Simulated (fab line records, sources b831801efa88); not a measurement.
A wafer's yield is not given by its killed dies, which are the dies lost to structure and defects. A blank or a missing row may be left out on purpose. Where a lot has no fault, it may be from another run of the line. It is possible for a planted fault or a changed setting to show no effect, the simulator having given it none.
The same fault as seen by 2 desks    flow sky130    only its own numbers are on each desk; what lay behind them is given at the end

== FROM THE METROLOGY DESK ==
Means of the sampled wafers that have a number, per lot and without regard to the tool the lot ran on: this is what the gauges read. Marked OUT: a lot whose mean sits more than 4 standard deviations from the usual mean, which makes it out of limits; the brackets give that distance.
Columns: A = LI_CONTACT_W_THK at SKY_LI_CONTACT_THK_MEAS_23, usual 394 nm; B = CONTACT_W_THK at SKY_CONTACT_THK_MEAS_26, usual 333 nm
lot   first seen here  A    B
L133  day 29 06:38     387  342
L135  day 29 20:45     389  337
L137  day 30 09:23     394  325
L138  day 30 16:59     402  330
L139  day 31 03:31     386  330
L140  day 31 09:04     400  328
L143  day 32 13:50     382  330
L147  day 33 20:48     409  332
L148  day 34 14:39     395  332
L151  day 35 20:38     393  332
L154  day 35 22:22     394  329
L155  day 35 23:01     385  330
This desk found nothing out of limits on any of the 12 lots.

== AT THE TOOL OWNER'S DESK: rie_diel-04 ==
The tool's own readings at SKY_CONTACT_ETCH_18 (etches Si3N4 in CHF3/O2, stops on TiN, time 39 s, target depth 75 nm): means of the sampled wafers that have a number, for each lot that ran on this tool. Marked OUT: a lot whose mean sits more than 4 standard deviations from the usual mean, which makes it out of limits; the brackets give that distance.
Columns: A = bias_w at SKY_CONTACT_ETCH_18, usual 200.0 W; B = drypump_motor_current_A at SKY_CONTACT_ETCH_18, usual 5.6 A; C = oes_product_au at SKY_CONTACT_ETCH_18, usual 0.856 a.u.; D = throttle_valve_pct at SKY_CONTACT_ETCH_18, usual 8.793 %
lot   first seen here  A                        B    C      D
L133  day 31 16:00     199.6                    6.2  0.851  8.787
L140  day 33 17:00     200.3                    6.3  0.846  8.787
L147  day 36 03:00     289.1 (+99 or more) OUT  6.2  0.849  8.793
L148  day 36 22:00     289.1 (+99 or more) OUT  6.2  0.861  8.800
This desk finds L147, L148 out of limits, L147 being first, at day 36 03:00 (bias_w at SKY_CONTACT_ETCH_18). In limits: L133, L140.

== ALL TOGETHER ==
On L147, L148, at day 36 03:00, an alarm was possible from the tool owner's desk.
From the metrology desk's view, nothing was out of limits.
The metrology desk has L147, L148 on record, within its limits.
Of the lots named, all ran SKY_CONTACT_ETCH_18 on rie_diel-04.

== WHAT THE SIMULATOR HAD INSERTED ==
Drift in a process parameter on rie_diel-04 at SKY_CONTACT_ETCH_18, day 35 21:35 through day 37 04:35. A move of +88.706 in setting bias_w, from 200. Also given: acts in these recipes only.
Shown lots that were struck: L147, L148.
How many hours passed from the start of the fault until each desk's first out-of-limits reading: the tool owner's desk, 5.
